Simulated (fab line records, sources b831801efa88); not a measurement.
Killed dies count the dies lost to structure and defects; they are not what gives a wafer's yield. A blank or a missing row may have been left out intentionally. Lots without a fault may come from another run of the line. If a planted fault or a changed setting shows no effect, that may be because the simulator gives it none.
2 desks looking at one fault -- flow sky130 -- each desk holds nothing but its own numbers, with what lay behind them at the end

## THE METROLOGY DESK
What the gauges read for every lot (on any tool): the sampled wafers with a number, averaged. The brackets show how far a lot's mean lies from the usual mean; more than 4 standard deviations puts the lot out of limits, marked OUT.
Columns: A = METAL2_ALCU_RS at SKY_METAL2_RS_MEAS_05, usual 0.1269 ohm/sq; B = METAL2_ALCU_THK at SKY_METAL2_THK_MEAS_06, usual 255.5 nm
lot,first seen here,A,B
L612,day 34 14:02,0.1257,258.1
L615,day 35 10:31,0.1277,254.8
L614,day 35 13:37,0.1264,259.6
L618,day 36 05:50,0.1327 (+4.8) OUT,244.5 (-4.4) OUT
L620,day 36 18:53,0.1334 (+5.4) OUT,244.3 (-4.5) OUT
L622,day 37 16:06,0.1260,256.5
L623,day 38 01:01,0.1262,255.2
L624,day 38 03:44,0.1263,257.2
L630,day 40 01:05,0.1261,256.4
L635,day 41 03:58,0.1257,257.8
This desk's result: L618, L620 out of limits, first on L618 (METAL2_ALCU_RS at SKY_METAL2_RS_MEAS_05), day 36 05:50. L612, L615, L614, L622, L623, L624, L630, L635: within limits.

## TOOL OWNER'S DESK, pvd sputter-01
The tool's own readings at SKY_METAL2_SPUTTER_02 (material AlCu, target thk 250 nm, time 13.3 s): means of the sampled wafers that have a number, for each lot that ran on this tool. The brackets show how far a lot's mean lies from the usual mean; more than 4 standard deviations puts the lot out of limits, marked OUT.
Columns: A = throttle valve pct at SKY_METAL2_SPUTTER_02, usual 30.0 %
lot,first seen here,A
L612,day 34 13:56,29.6
L615,day 35 10:21,30.2
L614,day 35 13:32,29.4
L618,day 36 05:44,30.1
L620,day 36 18:47,30.6
Finding of this desk: none of the 5 lots has anything out of limits.

## BROUGHT TOGETHER
Metrology desk: alarm possible at day 36 05:50 on L618, L620.
The desk of the tool owner found nothing out of limits.
Tool owner's desk: L618, L620 on record, inside its limits.
All the named lots went through SKY_METAL2_SPUTTER_02 on pvd sputter-01.

## WHAT THE SIMULATOR PUT IN
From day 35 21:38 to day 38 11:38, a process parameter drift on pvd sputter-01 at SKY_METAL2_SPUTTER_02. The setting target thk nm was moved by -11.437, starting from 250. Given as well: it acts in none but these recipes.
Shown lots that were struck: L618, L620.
Delay in hours, fault start to first out-of-limits reading, per desk: metrology desk 8.
